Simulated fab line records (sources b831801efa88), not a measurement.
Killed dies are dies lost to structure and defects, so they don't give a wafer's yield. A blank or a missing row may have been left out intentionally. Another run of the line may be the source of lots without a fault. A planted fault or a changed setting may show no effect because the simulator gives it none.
Which tool was responsible? / flow gf180mcu / at 1 step of a route of 602, 12 lots with 36 wafers sampled

WHAT EACH GAUGE READ, for each wafer
GF_CONTACT_THK_MEAS_26: measures by xrf.
lot=L074; measured=day 16 17:16; on=filmMetro-02; CONTACT_W_THK (nm)=302 302 301
lot=L077; measured=day 17 09:25; on=filmMetro-01; CONTACT_W_THK (nm)=296 293 296
lot=L079; measured=day 17 22:41; on=filmMetro-02; CONTACT_W_THK (nm)=294 291 300
lot=L081; measured=day 18 15:07; on=filmMetro-02; CONTACT_W_THK (nm)=298 294 299
lot=L083; measured=day 19 07:18; on=filmMetro-01; CONTACT_W_THK (nm)=294 293 297
lot=L085; measured=day 20 00:46; on=filmMetro-01; CONTACT_W_THK (nm)=296 295 302
lot=L087; measured=day 21 02:30; on=filmMetro-03; CONTACT_W_THK (nm)=300 293 298
lot=L089; measured=day 21 16:34; on=filmMetro-03; CONTACT_W_THK (nm)=300 300 298
lot=L091; measured=day 23 00:36; on=filmMetro-01; CONTACT_W_THK (nm)=292 300 291
lot=L093; measured=day 23 11:26; on=filmMetro-01; CONTACT_W_THK (nm)=297 292 294
lot=L094; measured=day 24 06:17; on=filmMetro-02; CONTACT_W_THK (nm)=294 296 294
lot=L097; measured=day 24 18:50; on=filmMetro-02; CONTACT_W_THK (nm)=299 293 292

WHAT TOOL EACH LOT RAN ON (gives the tool, then ch and the chambers of the sampled wafers, and finally the start)
Before these readings, the record contains no process step.

THE ANSWER, worked out from the rows above alone
Rule: the usual values come from the lots themselves. The widest of any qualifying gaps counts: lots, ordered by their means at a reading, are off when they make up no more than a third of the lots, leave a main group of 4 or more, and stand apart from it by 3 or more times the standard deviation of that group's means. The tables above print the reading to a certain number of digits; a main group whose means all agree to those digits is not used. A lot without any number at a reading at which 4 lots or more have one is off too. All remaining lots with rows at the step are treated as sound.
No lot is off on any of the readings shown, so nothing can be concluded from this.

WHAT THE SIMULATOR HAD INSERTED
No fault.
